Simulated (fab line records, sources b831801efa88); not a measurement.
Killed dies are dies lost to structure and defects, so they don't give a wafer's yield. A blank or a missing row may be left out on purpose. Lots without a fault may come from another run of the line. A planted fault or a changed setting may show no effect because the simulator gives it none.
One fault seen from 2 desks | flow gf180mcu | each desk has only its own numbers; what lay behind them comes last

THE TOOL OWNER'S DESK: cvd_w-02
The tool's own readings at GF_V4_CVD_23 (deposits W, target thk 350 nm, time 104.9 s): means of the sampled wafers that have a number, for each lot that ran on this tool. A lot is out of limits, marked OUT, if its mean lies more than 4 standard deviations from the usual mean; the brackets give that distance.
Columns: A = heater_power_w at GF_V4_CVD_23, usual 832 W
lot  | first seen here | A
L861 | day 25 00:09    | 794
L862 | day 25 05:05    | 777
L863 | day 25 09:57    | 795
L864 | day 25 21:25    | 786
L865 | day 26 04:22    | 785
L872 | day 28 05:24    | 791
L874 | day 29 01:23    | 791
L875 | day 29 17:44    | 781
L878 | day 30 08:44    | 792
L880 | day 30 15:50    | 868
L881 | day 30 18:41    | 850
This desk's finding: nothing out of limits on any of the 11 lots.

THE METROLOGY DESK
What the gauges read, lot by lot, whatever tool the lot ran on: means of the sampled wafers that have a number. A lot is out of limits, marked OUT, if its mean lies more than 4 standard deviations from the usual mean; the brackets give that distance.
Columns: A = V5_CVD_00_THK at GF_V5_THK_MEAS_01, usual 301 nm; B = V5_OVL at GF_V5_OVL_MEAS_15, usual 4 nm; C = TOP_METAL_OVL at GF_TOP_METAL_OVL_MEAS_15, usual -0.1 nm
lot  | first seen here | A   | B  | C
L860 | day 26 05:43    | 303 | 4  | -0.2
L861 | day 26 20:28    | 299 | 4  | -0.7
L862 | day 27 01:00    | 299 | 6  | 1.2
L863 | day 27 06:49    | 302 | 4  | 3.2
L864 | day 27 15:56    | 302 | -1 | 0.8
L865 | day 28 00:21    | 302 | 5  | 1.7
L867 | day 28 18:27    | 303 | 12 | -2.2
L870 | day 29 15:22    | 298 | 7  | -1.6
L871 | day 29 18:32    | 300 | -2 | -1.7
L872 | day 29 21:32    | 306 | 4  | -1.9
L874 | day 30 16:49    | 301 | 1  | 1.5
L875 | day 31 08:07    | 304 | -6 | -1.9
L878 | day 31 22:04    | 307 | 4  | -0.6
L880 | day 32 04:43    | 293 | 6  | 0.5
L881 | day 32 07:41    | 298 | 4  | -1.1
This desk's finding: nothing out of limits on any of the 15 lots.

PUT TOGETHER
The tool owner's desk saw nothing out of limits.
The metrology desk saw nothing out of limits.

WHAT THE SIMULATOR HAD PUT IN
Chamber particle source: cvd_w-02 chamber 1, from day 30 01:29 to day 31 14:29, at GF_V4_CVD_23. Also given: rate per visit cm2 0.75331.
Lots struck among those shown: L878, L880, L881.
